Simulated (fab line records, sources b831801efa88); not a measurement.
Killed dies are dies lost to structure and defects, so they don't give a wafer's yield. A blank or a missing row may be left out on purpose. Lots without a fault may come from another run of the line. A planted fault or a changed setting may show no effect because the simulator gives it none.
Which tool did it? | flow gf180mcu | 24 lots, 72 wafers sampled, at 6 steps of a route of 602

WHAT THE GAUGES READ, wafer by wafer
GF_HV_LDD_OVL_MEAS_08.
lot  | measured     | on         | HV_LDD_OVL (nm)
L074 | day 10 02:34 | overlay-02 | -2.9 -1.5 -1.9
L075 | day 10 08:46 | overlay-01 | -0.1 0.4 0.5
L076 | day 10 12:04 | overlay-01 | 1.4 1.5 2.0
L077 | day 11 04:25 | overlay-02 | -3.0 -0.2 -0.6
L078 | day 11 11:25 | overlay-02 | -1.4 -2.1 -1.8
L080 | day 11 17:04 | overlay-02 | 3.0 2.6 1.7
L079 | day 11 17:22 | overlay-01 | -1.2 -0.5 0.7
L081 | day 12 01:27 | overlay-01 | -1.3 -0.4 -1.7
L082 | day 12 13:48 | overlay-02 | -0.9 -2.2 -1.6
L083 | day 12 18:30 | overlay-02 | 0.9 1.4 2.1
L084 | day 13 02:46 | overlay-01 | -0.1 -0.5 -0.6
L085 | day 13 12:10 | overlay-01 | -0.5 0.1 -0.2
L087 | day 13 20:54 | overlay-02 | 3.0 1.6 3.7
L086 | day 14 02:01 | overlay-01 | 0.5 0.7 -0.8
L088 | day 14 05:46 | overlay-01 | -1.2 -1.3 -1.1
L089 | day 14 15:10 | overlay-01 | -0.1 -1.5 -1.7
L090 | day 14 23:40 | overlay-01 | -2.0 -3.0 -1.4
L091 | day 15 05:19 | overlay-02 | 0.2 0.1 0.7
L092 | day 15 10:09 | overlay-01 | -1.9 -0.7 -1.6
L093 | day 15 18:03 | overlay-01 | 4.1 3.1 1.1
L094 | day 16 07:19 | overlay-01 | 0.6 -0.9 -1.5
L095 | day 16 11:12 | overlay-02 | 0.4 -0.1 0.5
L096 | day 16 14:25 | overlay-01 | -0.9 -0.1 -1.3
L097 | day 17 02:49 | overlay-02 | 1.4 2.2 1.8

GF_M3_OVL_MEAS_15.
lot  | measured     | on         | M3_OVL (nm)
L074 | day 21 09:47 | overlay-01 | -3 0 3
L075 | day 21 18:34 | overlay-02 | -3 -3 -3
L076 | day 21 22:59 | overlay-01 | 1 -1 1
L077 | day 22 18:34 | overlay-02 | 0 -4 -3
L078 | day 23 03:14 | overlay-01 | -6 3 -1
L080 | day 23 12:24 | overlay-01 | -3 -3 0
L079 | day 23 12:32 | overlay-02 | -10 -9 -5
L081 | day 23 19:34 | overlay-01 | 6 8 9
L082 | day 24 10:35 | overlay-02 | -1 1 -6
L083 | day 24 15:25 | overlay-01 | -5 2 -2
L084 | day 25 01:44 | overlay-02 | -2 -2 -4
L085 | day 25 13:06 | overlay-02 | 2 9 -6
L087 | day 25 19:30 | overlay-01 | -3 -3 2
L086 | day 26 07:17 | overlay-01 | -5 5 5
L088 | day 26 01:21 | overlay-02 | 7 1 1
L089 | day 26 13:11 | overlay-02 | 5 -1 -6
L090 | day 26 22:59 | overlay-01 | 1 0 7
L091 | day 27 02:26 | overlay-01 | -2 -3 0
L092 | day 27 09:57 | overlay-01 | -1 -6 -2
L093 | day 27 16:46 | overlay-01 | -1 2 12
L094 | day 28 06:55 | overlay-01 | 5 -4 1
L095 | day 28 07:28 | overlay-01 | -6 0 0
L096 | day 28 09:20 | overlay-01 | 14 2 5
L097 | day 28 19:06 | overlay-01 | 6 0 5

GF_V3_THK_MEAS_01.
lot  | measured     | on            | V3_CVD_00_THK (nm)
L074 | day 21 10:33 | film_metro-01 | 609 610 601
L075 | day 21 19:19 | film_metro-01 | 599 590 602
L076 | day 21 23:44 | film_metro-04 | 599 596 606
L077 | day 22 19:22 | film_metro-01 | 585 596 578
L078 | day 23 04:08 | film_metro-01 | 616 610 608
L080 | day 23 13:11 | film_metro-04 | 608 602 610
L079 | day 23 13:19 | film_metro-02 | 611 600 605
L081 | day 23 20:26 | film_metro-02 | 617 602 617
L082 | day 24 11:21 | film_metro-01 | 611 602 605
L083 | day 24 16:11 | film_metro-01 | 599 588 601
L084 | day 25 02:32 | film_metro-01 | 595 607 591
L085 | day 25 13:56 | film_metro-01 | 604 603 604
L087 | day 25 20:22 | film_metro-02 | 611 620 609
L086 | day 26 08:08 | film_metro-04 | 596 597 589
L088 | day 26 02:07 | film_metro-01 | 598 611 599
L089 | day 26 14:04 | film_metro-01 | 621 611 621
L090 | day 26 23:46 | film_metro-04 | 611 612 610
L091 | day 27 03:14 | film_metro-01 | 607 602 601
L092 | day 27 10:43 | film_metro-01 | 592 600 596
L093 | day 27 17:31 | film_metro-04 | 593 598 595
L094 | day 28 07:45 | film_metro-01 | 593 603 599
L095 | day 28 08:34 | film_metro-04 | 598 595 606
L096 | day 28 10:05 | film_metro-02 | 591 593 596
L097 | day 28 19:52 | film_metro-01 | 608 603 599

GF_M4_OVL_MEAS_15.
lot  | measured     | on         | M4_OVL (nm)
L074 | day 23 11:16 | overlay-02 | -2 5 4
L075 | day 23 19:46 | overlay-02 | -2 -8 -3
L076 | day 23 22:22 | overlay-02 | 2 7 4
L077 | day 24 18:22 | overlay-02 | 4 3 10
L078 | day 25 02:13 | overlay-01 | -1 6 8
L080 | day 25 11:31 | overlay-01 | 6 -1 3
L079 | day 25 11:55 | overlay-01 | -4 4 8
L081 | day 25 17:58 | overlay-02 | 4 4 2
L082 | day 26 08:21 | overlay-01 | -11 -5 -6
L083 | day 26 12:37 | overlay-02 | 2 4 6
L084 | day 26 21:43 | overlay-01 | 0 -6 -1
L085 | day 27 08:33 | overlay-02 | 1 4 2
L087 | day 27 15:38 | overlay-01 | -1 6 1
L086 | day 28 02:04 | overlay-01 | 3 4 -3
L088 | day 27 20:18 | overlay-01 | 3 -1 6
L089 | day 28 08:38 | overlay-01 | 2 3 -2
L090 | day 28 16:18 | overlay-01 | 5 13 8
L091 | day 28 20:58 | overlay-01 | -2 -3 1
L092 | day 29 05:29 | overlay-01 | 9 4 4
L093 | day 29 10:49 | overlay-01 | 0 12 7
L094 | day 29 23:58 | overlay-02 | 1 13 5
L095 | day 30 01:55 | overlay-02 | 2 -8 -1
L096 | day 30 03:32 | overlay-01 | -7 -5 -3
L097 | day 30 12:29 | overlay-01 | 3 1 3

GF_TOP_METAL_OVL_MEAS_15.
lot  | measured     | on         | TOP_METAL_OVL (nm)
L074 | day 28 02:13 | overlay-01 | 0.1 -1.1 -0.2
L075 | day 28 10:55 | overlay-01 | -0.5 -2.1 -1.3
L076 | day 28 17:30 | overlay-01 | -1.4 1.3 -0.8
L077 | day 29 08:46 | overlay-02 | -1.0 0.2 -0.9
L078 | day 29 12:17 | overlay-01 | -0.1 -1.1 -1.8
L080 | day 29 22:57 | overlay-02 | 0.5 0.8 0.5
L079 | day 30 00:26 | overlay-01 | -0.7 -0.1 -0.2
L081 | day 30 05:42 | overlay-01 | 2.4 -1.1 -2.0
L082 | day 30 17:21 | overlay-01 | 0.5 0.0 0.6
L083 | day 30 19:57 | overlay-01 | -1.4 -1.5 -0.7
L084 | day 31 02:26 | overlay-02 | 0.0 -0.1 1.2
L085 | day 31 16:08 | overlay-01 | 0.4 -0.1 1.5
L087 | day 31 19:50 | overlay-02 | 1.9 0.9 0.9
L086 | day 32 03:36 | overlay-01 | -1.0 -1.4 -0.3
L088 | day 31 21:46 | overlay-02 | -0.2 0.1 -2.2
L089 | day 32 11:39 | overlay-01 | 0.4 1.8 -1.3
L090 | day 32 16:19 | overlay-02 | -1.2 -0.5 -1.3
L091 | day 32 20:07 | overlay-01 | 0.0 -2.7 -0.2
L092 | day 33 04:16 | overlay-01 | -0.7 -2.2 -2.1
L093 | day 33 08:39 | overlay-01 | -3.3 -0.3 -2.3
L094 | day 33 18:28 | overlay-01 | -1.7 -0.7 1.2
L095 | day 33 20:00 | overlay-01 | -0.2 0.5 1.0
L096 | day 33 21:00 | overlay-02 | -1.6 -1.1 0.3
L097 | day 34 06:10 | overlay-02 | -0.3 -0.4 -0.9

WHICH TOOL RAN EACH LOT (tool, then ch and the chambers of the sampled wafers, then the start)
lot  | GF_CONTACT_CMP_27
L074 | cmp-01 ch 0,1,3, day 16 04:11
L075 | cmp-01 ch 0,2,3, day 16 13:23
L076 | cmp-02 ch 1,2,3, day 16 16:20
L077 | cmp-02 ch 0,2,3, day 17 12:42
L078 | cmp-01 ch 0,1,3, day 17 20:58
L080 | cmp-02 ch 0,2, day 18 04:39
L079 | cmp-01 ch 0,2,3, day 18 06:32
L081 | cmp-01 ch 0,2, day 18 14:11
L082 | cmp-02 ch 0,2, day 19 05:53
L083 | cmp-01 ch 1,2,3, day 19 12:59
L084 | cmp-01 ch 1,2,3, day 19 23:22
L085 | cmp-02 ch 1,2, day 20 11:14
L087 | cmp-01 ch 0,2,3, day 20 18:32
L086 | cmp-02 ch 0,2,3, day 21 10:02
L088 | cmp-02 ch 0,2,3, day 21 04:19
L089 | cmp-02 ch 2,3, day 21 16:24
L090 | cmp-02 ch 0,2,3, day 22 03:50
L091 | cmp-02 ch 0,1, day 22 06:01
L092 | cmp-01 ch 1,2,3, day 22 13:52
L093 | cmp-01 ch 1,3, day 22 22:29
L094 | cmp-02 ch 1,3, day 23 12:29
L095 | cmp-02 ch 0,1,3, day 23 16:12
L096 | cmp-01 ch 0,2,3, day 23 17:46
L097 | cmp-01 ch 0,1,2, day 24 05:51
- GF_CONTACT_CMP_27: polishes, stops on SiO2, t overpolish 15 s, target thk 0 nm.

WHAT THE TOOLS THEMSELVES READ (means of the sampled wafers that have a number; where no wafer has one, the mark that the record gives instead)
GF_CONTACT_CMP_27.
lot  | tool   | motor_current_A (A) | overpolish_run_s (s) | time_to_endpoint_s (s)
L074 | cmp-01 | 10.7                | 15.000               | 73
L075 | cmp-01 | 10.4                | 15.003               | 72
L076 | cmp-02 | 12.1                | 14.992               | 70
L077 | cmp-02 | 11.0                | 15.000               | 69
L078 | cmp-01 | 10.6                | 15.009               | 74
L080 | cmp-02 | 10.1                | 15.005               | 70
L079 | cmp-01 | 10.6                | 15.007               | 71
L081 | cmp-01 | 9.9                 | 14.992               | 71
L082 | cmp-02 | 10.2                | 14.999               | 65
L083 | cmp-01 | 11.2                | 15.004               | 76
L084 | cmp-01 | 11.1                | 14.994               | 74
L085 | cmp-02 | 11.7                | 15.001               | 72
L087 | cmp-01 | 10.5                | 15.002               | 70
L086 | cmp-02 | 11.1                | 15.002               | 63
L088 | cmp-02 | 11.3                | 15.000               | 64
L089 | cmp-02 | 11.8                | 15.013               | 66
L090 | cmp-02 | 11.1                | 15.000               | 69
L091 | cmp-02 | 10.5                | 14.995               | 69
L092 | cmp-01 | 11.2                | 14.998               | 76
L093 | cmp-01 | 11.3                | 14.999               | 78
L094 | cmp-02 | 12.7                | 14.995               | 71
L095 | cmp-02 | 11.6                | 14.994               | 68
L096 | cmp-01 | 10.8                | 14.996               | 76
L097 | cmp-01 | 10.3                | 14.992               | 72

THE ANSWER, worked out from the rows above alone
Rule: what is usual is taken from the lots themselves. Put in order of their means at a reading, lots are off if they are a third of the lots or fewer, leave a main group of 4 or more, and stand apart from it by a gap of 3 or more times the standard deviation of the main group's means; of several such gaps the widest counts. A main group whose means are all the same, to the digits that the tables above print for the reading, isn't used. A lot without any number at a reading at which 4 lots or more have one is off too. The other lots that the step has rows for count as sound. The gauges are gone through in route order, then the tools' own readings, and for those a lot's mean is taken as printed above. The first step at which some lot is off is used, and at that step the reading that is off furthest; a lot without a number counts as furthest.
No lot is off at any reading shown: from this, nothing can be told.

WHAT THE SIMULATOR HAD PUT IN
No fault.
